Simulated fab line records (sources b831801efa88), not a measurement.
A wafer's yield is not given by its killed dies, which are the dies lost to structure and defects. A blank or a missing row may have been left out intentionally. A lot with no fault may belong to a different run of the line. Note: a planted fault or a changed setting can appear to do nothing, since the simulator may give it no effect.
Problem report in the 8D (eight disciplines) form, filled by code	flow sky130	the parts of the form that need people (team, actions taken, sign-off) are left out

1. THE PROBLEM
Mean VT_ADJUST_NCORE_TW at SKY_VT_ADJUST_NCORE_TW_MEAS_11: 188.2 over 6 wafers in 2 lots; fault-free wafers: 218.9, standard deviation 1.7. That is -18 standard deviations from the usual mean.
Seen first at day 12 07:49 on filmMetro-01, wafer L386.1. The record has a number at this step for 39 wafers belonging to 13 lots. Rule for "out", or "out of limits": more than 4 standard deviations from the usual mean. All remaining wafers that have a number are taken as sound.

2. WHAT IT IS, AND WHAT IT ISN'T
question	is	is not
which readings at this step	VT_ADJUST_NCORE_TW	-
which lots	L386, L387	L374, L376, L377, L383, L384, L388, L390, L392, L393, L396, L397
which wafers of those lots	all that have a number	-
read on which gauges	filmMetro-01, filmMetro-03	filmMetro-02
when	from day 12 07:49	up to then (15 sound wafers); but 18 sound wafers of L388, L390, L392, L393, L396, L397 came after

3. THE SUSPECTS, EACH WITH WHAT RULES IT OUT
Counting: a tool stays on the suspect list if, at a process step up to the reading, it processed all lots that are out and no sound lot following the first of them.
- the gauge at SKY_VT_ADJUST_NCORE_TW_MEAS_11 has been ruled out. The wafers that are out were read on 2 gauges (filmMetro-01, filmMetro-03).
- implanter-01 at SKY_VT_ADJUST_NCORE_IMPLANT_09: kept. It ran every lot that is out, first L386 (day 12 07:34), and no sound lot after that; its last sound lot up to then is L374 (day 8 10:44). Out on those wafers are its own readings of doseIonsCm2, faradayCurrentUA.
After counting, what remains is implanter-01 at SKY_VT_ADJUST_NCORE_IMPLANT_09.

4. THE CAUSE (what the simulator had put in)
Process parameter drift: implanter-01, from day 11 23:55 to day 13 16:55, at SKY_VT_ADJUST_NCORE_IMPLANT_09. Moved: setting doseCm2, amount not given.
Only this tool survived the counting.

5. THE CHAIN OF EFFECTS, in route order
One row per reading whose mean, taken over the struck wafers that have a number, lies over 3 standard deviations from the usual. Readings are gone through only where the record gives a usual standard deviation; hours: the median, over the lots, of the time from a lot's start at the first step in this table giving one to that lot's start at this step; sigmas: the change measured in usual standard deviations.
hours	step	reading	usual	on struck wafers	change	sigmas
0	SKY_VT_ADJUST_NCORE_IMPLANT_09	doseIonsCm2	2.3996e+12	1.3839e+12	-1.0157e+12	-99 or more
0	SKY_VT_ADJUST_NCORE_IMPLANT_09	faradayCurrentUA	13.56	7.86	-5.70	-21
0	SKY_VT_ADJUST_NCORE_TW_MEAS_11	VT_ADJUST_NCORE_TW	218.9	188.2	-30.7	-18
It contains these process steps:
- SKY_VT_ADJUST_NCORE_IMPLANT_09
Later measuring or inspecting steps at which every struck wafer that the step has a row for has a number for every such reading, and none has moved that far: SKY_LDD_HVP_TW_MEAS_10, SKY_LDD_LDN_TW_MEAS_13, SKY_SD_P_CD_MEAS_07.

6. WHAT WOULD HAVE CAUGHT IT SOONER
Counted from the fault's start at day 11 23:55, it took 8 hours until the first out-of-limits reading at a measuring or inspecting step in this record, taken at day 12 07:49.
Tool's own readings at SKY_VT_ADJUST_NCORE_IMPLANT_09, doseIonsCm2, faradayCurrentUA: out on all struck wafers the step has rows for; an alarm limit on them would have tripped on the first.
Of the lots that are out (2), L387 began SKY_VT_ADJUST_NCORE_IMPLANT_09 on implanter-01 after day 12 07:49. A tool hold placed at that time would have kept it from harm.
